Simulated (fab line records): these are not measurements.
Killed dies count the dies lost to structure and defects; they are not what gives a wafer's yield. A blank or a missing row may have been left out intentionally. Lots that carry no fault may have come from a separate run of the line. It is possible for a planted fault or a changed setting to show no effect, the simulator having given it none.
Chamber matching + flow gf180mcu + pecvd-03 running GF_PASSIVATION_CVD_00: 3 sister chambers
The step deposits SiO2 from TEOS, target thk 1000 nm, time 111.95 s. 3 wafers are shown with their chamber, then 7 later ones without.

## WAFERS, EACH WITH ITS CHAMBER
| wafer  | chamber | heaterPowerW (W) |
|--------|---------|------------------|
| L083.6 | 2       | 703              |
| L087.1 | 0       | 675              |
| L087.3 | 1       | 535              |

## WAFERS WITHOUT THEIR CHAMBER
| wafer  | heaterPowerW (W) |
|--------|------------------|
| L087.6 | 726              |
| L092.1 | 767              |
| L092.2 | 728              |
| L092.3 | 624              |
| L093.1 | 726              |
| L093.4 | 511              |
| L093.5 | 767              |

## WHICH CHAMBER EACH WENT THROUGH
| wafer  | from the rows above          | in truth |
|--------|------------------------------|----------|
| L087.6 | can't be placed: 2 or 0      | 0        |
| L092.1 | can't be placed: 2 or 0      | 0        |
| L092.2 | can't be placed: 2 or 0      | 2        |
| L092.3 | can't be placed: 0 or 2 or 1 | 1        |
| L093.1 | can't be placed: 2 or 0      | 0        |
| L093.4 | 1                            | 1        |
| L093.5 | can't be placed: 2 or 0      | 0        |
Correctly placed: 1 of 7. From these rows, 6 cannot be placed; in 6 the true chamber is one of the candidates. Wrongly placed: 0.
How it was worked out, from the rows above alone: a wafer's distance from a chamber is the root of the sum, over the readings, of the square of ((its reading less the chamber's mean) divided by the reading's scatter). If the next closest chamber is less than 2 further off than the closest, the wafer can't be placed; otherwise it belongs to the closest. The mean given for a chamber averages the wafers shown for that chamber. The scatter: with one shown wafer a chamber, the root of the mean of the squares of how far each hidden wafer lies from its nearest shown one.
